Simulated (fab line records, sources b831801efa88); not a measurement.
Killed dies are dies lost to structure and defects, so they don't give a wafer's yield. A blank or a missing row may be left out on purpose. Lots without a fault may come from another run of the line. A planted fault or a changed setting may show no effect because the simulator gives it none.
A struck lot beside a sound one | flow sky130 | 33 steps out of a route of 708
Sound: wafers L498.1, L498.5, L498.6. Struck: wafers L502.1, L502.2, L502.4. The cause comes at the end.
At each step with rows: each side's tool, then ch and its chambers, then its first start. Under that, the readings that differ: sound wafers | struck wafers | difference of the means | sigmas: that difference in standard deviations of wafers without a fault.
alike: readings whose means differ by less than 2 such deviations, and words and numbers that are the same on both sides. not compared: withheld readings, readings that some wafer has no value for, bounds like >300 that may hide the same value, and numbers for which the record gives no deviation and whose values overlap.
The two part at a step that has a row with sigmas, a row that says differs or no value, or rows on one side only. Numbers that don't overlap but have no deviation are shown without sigmas and don't part them. A reading that every wafer of one side lacks parts them only if that side has two wafers or more.

first, 1 step without rows for these wafers: SKY_METAL2_DEVELOP_14 (develop time 60 s).
SKY_METAL2_CD_MEAS_15: target cd 140 nm.
  sound on cd_sem-01, day 37 19:29; struck on cd_sem-02, day 38 19:55
  reading    | sound             | struck            | difference | sigmas
  cd_nm (nm) | 140.7 139.3 140.3 | 143.3 143.2 143.3 | +3.2       | +2
SKY_METAL2_OVL_MEAS_16:
  sound on overlay-02, day 37 19:36; struck on overlay-01, day 38 20:02
  alike: METAL2_OVL
SKY_METAL2_DESCUM_17: chemistry O2, time 8 s.
  sound on rie_metal-02 ch 0,1, day 37 19:38; struck on rie_metal-01 ch 0,1, day 38 20:04
  alike: chamber_pressure_mTorr, drypump_motor_current_A, oes_product_au
  not compared: rf_hours_counter_h
SKY_METAL2_ETCH_18: etches BARC in N2/H2, stops on SiO2, time 45.9 s, target depth 60 nm.
  sound on rie_metal-02 ch 0,1, day 37 19:40; struck on rie_metal-01 ch 0,1, day 38 20:06
  alike: chamber_pressure_mTorr, drypump_motor_current_A, oes_product_au, throttle_valve_pct
  not compared: rf_hours_counter_h
SKY_METAL2_METAL_ETCH_19: etches the open film in Cl2/BCl3, stops on SiO2, target depth 360 nm, time 78 s.
  sound on rie_metal-02 ch 0,1, day 37 19:44; struck on rie_metal-01 ch 0,1, day 38 20:10
  alike: chamber_pressure_mTorr, drypump_motor_current_A, oes_product_au, throttle_valve_pct
  not compared: rf_hours_counter_h
then, 5 steps without rows for these wafers: SKY_METAL2_STRIP_20 (strips in O2/N2); SKY_METAL2_STRIP_21 (strips in post etch residue remover, time 1200 s); SKY_METAL2_CLEAN_22 (cleans in IPA, time 180 s); SKY_METAL2_CLEAN_23 (cleans in O3/DIW); SKY_VIA2_HDPCVD_00 (deposits SiO2, target thk 1180 nm, time 196.7 s).
SKY_VIA2_THK_MEAS_01:
  sound on film_metro-02, day 37 20:32; struck on film_metro-01, day 38 21:02
  alike: VIA2_HDPCVD_THK
SKY_VIA2_CMP_02: polishes SiO2.
  sound on cmp-01 ch 2,3, day 37 20:39; struck on cmp-01 ch 0,2,3, day 38 21:05
  no value came back on the struck wafers for edge_zone_pressure_frac, head_pressure_psi (psi), motor_current_A (A); on the sound wafers edge_zone_pressure_frac reads 1.002 0.992 1.000
  reading                                  | sound             | struck         | difference | sigmas
  model.SiO2_of_VIA2_HDPCVD_00.thk_nm (nm) | 493.6 494.3 494.2 | 1182 1182 1183 | +688       |
SKY_VIA2_BOW_MEAS_03:
  sound on film_metro-01, day 37 20:54; struck on film_metro-02, day 38 21:23
  reading       | sound    | struck      | difference | sigmas
  VIA2_BOW (um) | 82 91 81 | 124 113 108 | +30        | +4
then, 8 steps without rows for these wafers: SKY_VIA2_DEHYDRATE_04 (time 60 s); SKY_VIA2_HMDS_05 (prime time 60 s); SKY_VIA2_COAT_06 (resist thk 60 nm); SKY_VIA2_COAT_07 (resist thk 450 nm); SKY_VIA2_SOFTBAKE_08 (time 90 s); SKY_VIA2_EXPOSE_09 (exposes mask VIM2, target cd 200 nm); SKY_VIA2_PEB_10; SKY_VIA2_DEVELOP_11 (develop time 60 s).
SKY_VIA2_CD_MEAS_12: target cd 200 nm.
  sound on cd_sem-01, day 38 21:40; struck on cd_sem-02, day 39 21:34
  alike: cd_nm
SKY_VIA2_OVL_MEAS_13:
  sound on overlay-01, day 38 21:47; struck on overlay-02, day 39 21:41
  alike: VIA2_OVL
then, 1 step without rows for these wafers: SKY_VIA2_ETCH_14 (etches BARC in N2/H2, stops on SiO2, time 45.9 s, target depth 60 nm).
SKY_VIA2_ETCH_15: etches SiO2 in C4F8/O2/Ar, stops on TiN, target depth 546 nm, time 84 s.
  sound on rie_diel-01 ch 1,2, day 38 21:52; struck on rie_diel-03 ch 0,1,2, day 39 21:46
  reading                          | sound             | struck            | difference | sigmas
  oes_product_au (a.u.)            | 0.938 0.938 0.936 | 1.634 1.631 1.614 | +0.689     | +99 or more
  model.etch.depth_nm (nm)         | 493.6 494.3 494.2 | 549.5 551.6 545.4 | +54.8      |
  model.VIA2.feature_depth_nm (nm) | 493.6 494.3 494.2 | 549.5 551.6 545.4 | +54.8      |
  alike: chamber_pressure_mTorr
SKY_VIA2_STRIP_16: strips in O2/N2.
  sound on plasma_asher-02 ch 0,1, day 38 21:56; struck on plasma_asher-01 ch 0,1, day 39 21:50
  alike: chamber_pressure_mTorr, drypump_motor_current_A, oes_product_au, strip_time_to_endpoint_s
  not compared: rf_hours_counter_h
then, 4 steps without rows for these wafers: SKY_VIA2_STRIP_17 (strips in post etch residue remover, time 1200 s); SKY_VIA2_CLEAN_18 (cleans in IPA, time 180 s); SKY_VIA2_CLEAN_19 (cleans in O3/DIW); SKY_VIA2_SPUTTER_20 (material TiN, target thk 20 nm, time 80 s).
SKY_VIA2_CVD_21: deposits W, target thk 420 nm, time 126.4 s.
  sound on cvd_w-02 ch 0, day 38 23:01; struck on cvd_w-02 ch 0,1, day 39 22:31
  alike: heater_power_w
SKY_VIA2_CMP_24: polishes, stops on SiO2, t overpolish 20 s, target thk 0 nm.
  sound on cmp-01 ch 0,2,3, day 38 23:55; struck on cmp-01 ch 1,2,3, day 39 22:49
  reading                                  | sound             | struck         | difference | sigmas
  model.SiO2_of_VIA2_HDPCVD_00.thk_nm (nm) | 489.2 489.9 489.8 | 1177 1177 1178 | +688       |
  alike: edge_zone_pressure_frac, head_pressure_psi, motor_current_A

WHERE THEY PART
First at SKY_METAL2_CD_MEAS_15; last, within this record, at SKY_VIA2_ETCH_15. Later steps at which nothing parts them and some readings are alike: SKY_VIA2_STRIP_16, SKY_VIA2_CVD_21, SKY_VIA2_CMP_24.

WHY: what the simulator had put in
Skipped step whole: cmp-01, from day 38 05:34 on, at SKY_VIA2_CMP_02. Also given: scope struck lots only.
